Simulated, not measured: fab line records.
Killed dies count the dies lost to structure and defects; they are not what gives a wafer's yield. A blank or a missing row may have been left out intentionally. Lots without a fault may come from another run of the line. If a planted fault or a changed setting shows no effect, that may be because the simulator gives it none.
Chamber matching | flow sky130 | SKY_CONTACT_HDPCVD_02 on hdpcvd-02: 3 sister chambers
The step deposits SiO2, target thk 565 nm, time 94.2 s. 3 wafers are shown with their chamber, then 8 later ones without.

## EACH WAFER AND ITS CHAMBER
wafer  | chamber | pressureMtorr (mTorr)
L265.4 | 0       | 5.993
L265.6 | 2       | 6.018
L273.3 | 1       | 6.008

## WAFERS WHOSE CHAMBER IS MISSING
wafer  | pressureMtorr (mTorr)
L273.5 | 5.994
L273.6 | 6.008
L277.1 | 6.012
L277.2 | 5.977
L277.5 | 6.000
L278.1 | 5.996
L278.2 | 5.985
L278.5 | 5.984

## EACH ONE'S CHAMBER
wafer  | from the rows above          | in truth
L273.5 | can't be placed: 0 or 1      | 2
L273.6 | can't be placed: 1 or 2 or 0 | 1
L277.1 | can't be placed: 1 or 2 or 0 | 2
L277.2 | can't be placed: 0 or 1      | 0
L277.5 | can't be placed: 0 or 1 or 2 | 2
L278.1 | can't be placed: 0 or 1      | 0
L278.2 | can't be placed: 0 or 1      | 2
L278.5 | can't be placed: 0 or 1      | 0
Correct placement for 0 of the 8. These rows do not allow placing 8 (true chamber among the candidates in 6). Wrongly placed: 0.
How it was worked out, from the rows above alone: a wafer's distance from a chamber is the root of the sum, over the readings, of the square of ((its reading less the chamber's mean) divided by the reading's scatter). If the next closest chamber is less than 2 further off than the closest, the wafer can't be placed; otherwise it belongs to the closest. Each chamber's mean is taken over the wafers shown for it. The scatter: root of mean squared gap, hidden wafer to nearest shown wafer, with one shown wafer a chamber.
